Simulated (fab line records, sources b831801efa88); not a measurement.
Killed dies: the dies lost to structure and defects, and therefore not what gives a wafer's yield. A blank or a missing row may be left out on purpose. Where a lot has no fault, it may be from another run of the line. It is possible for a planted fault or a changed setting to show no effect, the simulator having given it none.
fab line records | flow gf180mcu
record lots=7 wafers=21 last-day=34
route steps=602 shown V3@443
lots that met no fault: taken from a fault-free run of the same line
start-h: hours from the record's first day to the start of the lot's first wafer shown | wait-h: time in hours since the lot's previous step | " unchanged from the row above | L1.1+2: a row that stands for several wafers | - no value, or no start was given | * or withheld: withheld | < > ~ a bound
route shown NAME@n: NAME is a module with steps in the file, n the number in the route of the first one | usual: mean and standard deviation over wafers with no fault | same: alike in all rows | chamber/n: place in a boat | sites: each site's reading | _std_site: how widely they spread, as a standard deviation | _edge_site: the outer-site mean with the inner-site mean subtracted | radius-mm: for every site, how far away it sits from the centre of the wafer | mask NAME#n: copy n | behind: the most recent tool/chamber to have shaped the wafer | hold: why the lot went on hold/how many hours it stayed there/how the hold came to an end | device: names the non-switching transistor (n, p or np) | end of line: at the end of the route, the tests of the same wafers | a step given without rows: its recipe and nothing more | killed: dies that structure and defects cost at the first sort, which is not the same as the wafer's yield | map: a wafer's dies, marking killed ones x, the rest . and places with no die _
set.NAME: setting as actually run; set.NAME@STEP: the setting as run at that earlier step | model.NAME: the simulator's own value behind a step, which no gauge read
lots seen at some steps along the route; tables by step, rows by wafer
services: the hour from which a tool's chamber was out of use, counted from the record's first day as start-h (under 0 if before that day), plus the number of hours and why
## steps
# step GF_V3_CD_MEAS_14
# recipe target-cd-nm=260
# usual cd-nm=259.8/1.2
# columns lot.wafer tool chamber start-h wait-h cd-nm
L669.1 cd-sem-01 - 555.05 0.1 261.3
L669.2 " - " " 260.9
L669.3 " - " " 259.5
L679.1 cd-sem-02 - 629.00 0.1 257.1
L679.3 " - " " 258.2
L679.5 " - " " 258.4
L683.1 cd-sem-01 - 656.75 0.3 259.6
L683.5 " - " " 260.3
L683.6 " - " " 259.4
L684.1 cd-sem-02 - 663.80 0.1 260.1
L684.4 " - " " 260.6
L684.6 " - " " 260.4
L685.1 cd-sem-01 - 673.30 0.1 259.9
L685.2 " - " " 259.8
L685.3 " - " " 260.3
L687.2 cd-sem-01 - 679.40 0.1 257.5
L687.4 " - " " 258.2
L687.5 " - " " 258.6
L688.1 cd-sem-02 - 689.50 0.1 259.9
L688.2 " - " " 260.5
L688.6 " - " " 262.5
# step GF_V3_OVL_MEAS_15
# usual V3_OVL=4/5.1
# columns lot.wafer tool chamber start-h wait-h V3_OVL[nm]
L669.1 overlay-01 - 555.17 0.1 2
L669.2 " - " " -7
L669.3 " - " " 1
L679.1 overlay-01 - 629.12 0.1 -1
L679.3 " - " " 5
L679.5 " - " " 0
L683.1 overlay-02 - 656.87 0.1 5
L683.5 " - " " 5
L683.6 " - " " 7
L684.1 overlay-02 - 663.92 0.1 2
L684.4 " - " " -4
L684.6 " - " " 5
L685.1 overlay-01 - 673.42 0.1 -1
L685.2 " - " " 1
L685.3 " - " " 0
L687.2 overlay-01 - 679.50 0.1 -2
L687.4 " - " " -5
L687.5 " - " " -1
L688.1 overlay-02 - 689.62 0.1 14
L688.2 " - " " 15
L688.6 " - " " 17
# step GF_V3_ETCH_16
# recipe chemistry=N2/H2 target-depth-a=withheld overetch-a=withheld time-s=withheld target=BARC ion-energy-ev=200 source-w=500 bias-w=100 pressure-mtorr=30 n2-flow-sccm=100 h2-flow-sccm=200
# usual drypump-motor-current-A=5.4/0.36 oes-product-au=0.854/0.0046 throttle-valve-pct=13.224/0.0087
# columns lot.wafer tool chamber start-h wait-h drypump-motor-current-A oes-product-au throttle-valve-pct
L669.1 rie-diel-04 3 555.20 0.0 5.2 0.850 13.227
L669.2 " 1 " " 5.4 0.850 13.242
L669.3 " 2 " " 5.0 0.854 13.221
L679.1 rie-diel-04 0 629.15 0.0 6.1 0.851 13.214
L679.3 " 2 " " 5.0 0.848 13.212
L679.5 " 2 " " 5.0 0.852 13.233
L683.1 rie-diel-02 0 656.90 0.0 5.5 0.855 13.226
L683.5 " 0 " " 5.5 0.853 13.219
L683.6 " 1 " " 5.3 0.854 13.233
L684.1 rie-diel-04 0 663.95 0.0 6.1 0.858 13.209
L684.4 " 2 " " 5.0 0.853 13.216
L684.6 " 3 " " 5.2 0.856 13.233
L685.1 rie-diel-04 3 673.45 0.0 5.2 0.849 13.223
L685.2 " 2 " " 5.0 0.847 13.221
L685.3 " 0 " " 6.1 0.862 13.225
L687.2 rie-diel-03 3 679.53 0.0 5.8 0.848 13.211
L687.4 " 3 " " 5.8 0.852 13.219
L687.5 " 0 " " 5.5 0.857 13.235
L688.1 rie-diel-04 0 689.65 0.0 6.1 0.863 13.223
L688.2 " 3 " " 5.2 0.863 13.227
L688.6 " 0 " " 6.1 0.859 13.225
# step GF_V3_ETCH_17
# recipe chemistry=C4F8/O2/Ar mask-material=KrF target=SiO2 stop-on=TiN source-w=1500 bias-w=1200 pressure-mtorr=40 c4f8-flow-sccm=withheld O2_flow_sccm=6 Ar_flow_sccm=300 time-s=withheld target-depth-a=6350
# usual oes-product-au=0.856/0.0049
# columns lot.wafer tool chamber start-h wait-h oes-product-au
L669.1 rie-diel-04 3 - - 0.850
L669.2 " 1 " " 0.860
L669.3 " 2 " " 0.846
L679.1 rie-diel-04 0 - - 0.859
L679.3 " 2 " " 0.859
L679.5 " 2 " " 0.855
L683.1 rie-diel-02 0 - - 0.857
L683.5 " 0 " " 0.854
L683.6 " 1 " " 0.847
L684.1 rie-diel-04 0 - - 0.847
L684.4 " 2 " " 0.860
L684.6 " 3 " " 0.857
L685.1 rie-diel-04 3 - - 0.846
L685.2 " 2 " " 0.855
L685.3 " 0 " " 0.868
L687.2 rie-diel-03 3 - - 0.854
L687.4 " 3 " " 0.856
L687.5 " 0 " " 0.852
L688.1 rie-diel-04 0 - - 0.862
L688.2 " 3 " " 0.866
L688.6 " 0 " " 0.852
# step GF_V3_STRIP_18
# recipe chemistry=O2/N2 power-w=1400 pressure-mtorr=1500 platen-temp-c=250 o2-flow-sccm=3000 n2-flow-sccm=300 overash-fraction=0.5
# usual drypump-motor-current-A=5.7/0.38 heater-power-w=373/40 oes-product-au=0.592/0.0052
# columns lot.wafer tool chamber start-h wait-h drypump-motor-current-A heater-power-w oes-product-au rf-hours-counter-h
L669.1 plasma-asher-01 1 555.33 - 5.7 382 0.599 90
L669.2 " 0 " " 5.3 316 0.600 90
L669.3 " 1 " " 5.7 389 0.593 -
L679.1 plasma-asher-01 0 629.28 - 5.3 316 0.591 97
L679.3 " 0 " " 5.3 303 0.595 -
L679.5 " 0 " " 5.3 304 0.589 -
L683.1 plasma-asher-01 1 657.03 - 5.7 386 0.591 99
L683.5 " 0 " " 5.3 311 0.591 -
L683.6 " 1 " " 5.7 388 0.592 -
L684.1 plasma-asher-01 0 664.08 - 5.3 310 0.592 100
L684.4 " 1 " " 5.7 383 0.596 -
L684.6 " 0 " " 5.3 312 0.588 -
L685.1 plasma-asher-04 0 673.58 - 5.7 409 0.590 89
L685.2 " 1 " " 5.6 416 0.604 89
L685.3 " 0 " " 5.7 392 0.598 -
L687.2 plasma-asher-04 1 679.66 - 5.6 417 0.587 89
L687.4 " 1 " " 5.6 414 0.594 -
L687.5 " 1 " " 5.6 420 0.593 -
L688.1 plasma-asher-02 0 689.78 - 6.9 338 0.587 60
L688.2 " 1 " " 5.6 343 0.602 60
L688.6 " 1 " " 5.6 346 0.594 -
# step GF_V3_STRIP_19
# recipe chemistry=post-etch-residue-remover time-s=1200 temp-c=72.5
# step GF_V3_CLEAN_20
# recipe chemistry=DIW dry=n2-spin
# step GF_V3_SPUTTER_21
# recipe material=Ti target-thk-nm=15 chamber-pressure-pa=5 power-w=2500 substrate-temp-c=200 time-s=80.02
# usual throttle-valve-pct=30.1/0.85
# columns lot.wafer tool chamber start-h wait-h throttle-valve-pct
L669.1 pvd-sputter-03 - 555.86 0.0 30.1
L669.2 " - " " 29.3
L669.3 " - " " 28.7
L679.1 pvd-sputter-02 - 629.83 0.0 30.5
L679.3 " - " " 30.7
L679.5 " - " " 30.4
L683.1 pvd-sputter-02 - 657.57 0.0 30.6
L683.5 " - " " 31.0
L683.6 " - " " 31.2
L684.1 pvd-sputter-04 - 664.65 0.0 29.9
L684.4 " - " " 30.7
L684.6 " - " " 30.8
L685.1 pvd-sputter-04 - 674.16 0.0 31.3
L685.2 " - " " 28.6
L685.3 " - " " 29.5
L687.2 pvd-sputter-04 - 680.20 0.0 30.8
L687.4 " - " " 28.7
L687.5 " - " " 29.6
L688.1 pvd-sputter-03 - 690.32 0.0 29.4
L688.2 " - " " 30.2
L688.6 " - " " 30.8
# step GF_V3_SPUTTER_22
# recipe material=TiN target-thk-nm=10 chamber-pressure-pa=5 power-w=4000 time-s=40
# step GF_V3_CVD_23
# recipe material=W target-thk-nm=350 time-s=104.9 temp-c=400 pressure-torr=40
# usual heater-power-w=960/120
# columns lot.wafer tool chamber start-h wait-h heater-power-w
L669.1 cvd-w-02 0 555.96 0.0 999
L669.2 " 1 " " 725
L669.3 " 1 " " 757
L679.1 cvd-w-02 1 629.93 0.0 743
L679.3 " 0 " " 1003
L679.5 " 1 " " 724
L683.1 cvd-w-01 0 657.67 0.0 1072
L683.5 " 0 " " 1012
L683.6 " 1 " " 1035
L684.1 cvd-w-01 0 664.75 0.0 1040
L684.4 " 1 " " 1031
L684.6 " 1 " " 1046
L685.1 cvd-w-01 0 674.26 0.0 1033
L685.2 " 1 " " 1057
L685.3 " 0 " " 1022
L687.2 cvd-w-02 0 680.30 0.0 1009
L687.4 " 1 " " 742
L687.5 " 1 " " 731
L688.1 cvd-w-02 1 690.42 0.0 724
L688.2 " 0 " " 1009
L688.6 " 1 " " 743
# step GF_V3_RS_MEAS_24
# recipe thk-meas-gauge=four-point-probe reads=W_of_V3_CVD_23+TiN_of_V3_SPUTTER_22+Ti_of_V3_SPUTTER_21
# usual V3_W_RS=0.327/0.004
# columns lot.wafer tool chamber start-h wait-h V3_W_RS[ohm/sq]
L669.1 film-metro-02 - 556.08 0.1 0.325
L669.2 " - " " 0.331
L669.3 " - " " 0.333
L679.1 film-metro-04 - 630.04 0.1 0.327
L679.3 " - " " 0.324
L679.5 " - " " 0.328
L683.1 film-metro-02 - 657.78 0.1 0.330
L683.5 " - " " 0.330
L683.6 " - " " 0.333
L684.1 film-metro-03 - 664.86 0.1 0.325
L684.4 " - " " 0.327
L684.6 " - " " 0.334
L685.1 film-metro-02 - 674.37 0.1 0.324
L685.2 " - " " 0.332
L685.3 " - " " 0.327
L687.2 film-metro-04 - 680.43 0.1 0.325
L687.4 " - " " 0.330
L687.5 " - " " 0.327
L688.1 film-metro-04 - 690.53 0.1 0.330
L688.2 " - " " 0.328
L688.6 " - " " 0.332
# step GF_V3_THK_MEAS_25
# recipe thk-meas-gauge=xrf reads=W_of_V3_CVD_23
# usual V3_W_THK=353/4.8
# columns lot.wafer tool chamber start-h wait-h V3_W_THK[nm]
L669.1 film-metro-02 - 556.20 0.1 355
L669.2 " - " " 348
L669.3 " - " " 348
L679.1 film-metro-04 - 630.16 0.1 354
L679.3 " - " " 359
L679.5 " - " " 354
L683.1 film-metro-02 - 657.90 0.1 352
L683.5 " - " " 351
L683.6 " - " " 349
L684.1 film-metro-03 - 664.98 0.1 353
L684.4 " - " " 352
L684.6 " - " " 344
L685.1 film-metro-02 - 674.49 0.1 354
L685.2 " - " " 348
L685.3 " - " " 351
L687.2 film-metro-04 - 680.54 0.1 357
L687.4 " - " " 351
L687.5 " - " " 355
L688.1 film-metro-04 - 690.65 0.1 353
L688.2 " - " " 354
L688.6 " - " " 350
# step GF_V3_CMP_26
# recipe stop-on=SiO2 down-force-psi=3.5 platen-rpm=60 t-overpolish-s=15 target-thk-nm=0 pad-velocity-m-s=0.94248
# usual edge-zone-pressure-frac=1.000/0.0043 head-pressure-psi=3.500/0.0079 motor-current-A=11.0/0.81 overpolish-run-s=14.999/0.0091 time-to-endpoint-s=87/5
# columns lot.wafer tool chamber start-h wait-h edge-zone-pressure-frac head-pressure-psi motor-current-A overpolish-run-s time-to-endpoint-s model.W_of_V3_CVD_23.thk-nm model.SiO2_of_V3_CVD_02.thk-nm
L669.3 cmp-01 3 556.26 0.0 0.999 3.508 9.4 15.021 75 0 629.1
L669.2 " 1 " " 1.000 3.496 11.5 15.019 85 0 630.6
L669.1 " 2 " " 1.004 3.505 11.0 15.009 88 0 626.4
L679.3 cmp-01 2 630.22 0.0 0.994 3.500 10.5 15.011 92 0 630.4
L679.1 " 0 " " 0.989 3.504 9.8 14.997 86 0 630.4
L679.5 " 2 " " 1.000 3.499 11.0 14.990 89 0 626.6
L683.1 cmp-02 3 658.01 0.1 - - - - - 348.4 633.9
L683.5 " 2 " " - - - - - 348 632.8
L683.6 " 3 " " - - - - - 344.5 629.7
L684.4 cmp-01 3 665.09 0.1 - - - - - 350.5 633.4
L684.1 " 1 " " - - - - - 352.9 631
L684.6 " 3 " " - - - - - 344.1 632.2
L685.3 cmp-01 1 674.55 0.0 - - - - - 350.1 632.4
L685.1 " 3 " " - - - - - 353.9 632.4
L685.2 " 0 " " - - - - - 346.3 633.4
L687.4 cmp-02 2 680.64 0.1 1.005 3.498 10.3 15.006 91 0 630.3
L687.2 " 3 " " 0.992 3.503 11.5 15.007 89 0 631.1
L687.5 " 1 " " 0.997 3.509 11.7 14.998 88 0 630.3
L688.1 cmp-02 0 690.75 0.1 1.006 3.495 11.1 14.998 87 0 629.5
L688.2 " 1 " " 0.995 3.505 11.6 14.986 84 0 628.9
L688.6 " 1 " " 1.001 3.494 11.7 15.017 86 0 630.5
## services
# columns tool chamber start-h hours kind
pvd-sputter-03 - 532.68 7.4 repair
cvd-w-01 - 553.98 6.0 pm
plasma-asher-01 - 554.15 0.3 repair
cmp-01 - 565.87 0.8 repair
plasma-asher-01 - 567.14 6.0 repair
cmp-02 - 568.52 2.3 repair
cvd-w-01 - 570.11 0.5 repair
cmp-02 - 572.09 4.0 pm
cvd-w-02 - 578.19 14.6 pm
cmp-01 - 580.87 0.7 repair
rie-diel-03 2 590.55 1.2 repair
rie-diel-03 2 595.94 7.6 repair
cmp-01 - 626.56 3.6 repair
cmp-01 - 628.53 0.7 repair
plasma-asher-01 - 637.01 7.1 repair
rie-diel-04 0 640.25 2.0 repair
cmp-01 - 643.30 1.0 repair
rie-diel-04 1 646.38 27.7 repair
plasma-asher-01 - 648.33 2.8 pm
rie-diel-04 - 650.64 2.8 pm
rie-diel-04 0 656.12 3.9 repair
cmp-01 - 672.51 1.8 repair
cmp-01 - 678.16 5.5 pm
cmp-01 - 689.41 6.3 pm
## key
first-sign step=GF_V3_CMP_26 reading=tool-record direction=missing
effect none on later readings
model-effect step=GF_V3_CMP_26 value=W_of_V3_CVD_23.thk-nm without=0 struck=348.7
met-at GF_V3_CMP_26
struck-wafers L683.1,L683.5,L683.6,L684.1,L684.4,L684.6,L685.1,L685.2,L685.3
later-rows-left-out L683.1,L683.5,L683.6,L684.1,L684.4,L684.6,L685.1,L685.2,L685.3
sort-left-out L683.1,L683.5,L683.6,L684.1,L684.4,L684.6,L685.1,L685.2,L685.3
onset-between 630.22 658.01
fault kind=skipped-step-whole tool=cmp-01,cmp-02 chamber=- onset-h=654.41 steps=GF_V3_CMP_26 scope=struck-lots-only
# sort-left-out: the simulated sort isn't trusted on such a fault, so these wafers' sort isn't shown, and their yield isn't known
# later-rows-left-out: the simulator's readings of these wafers behind a module that went badly wrong aren't trusted and aren't shown, but for the sort
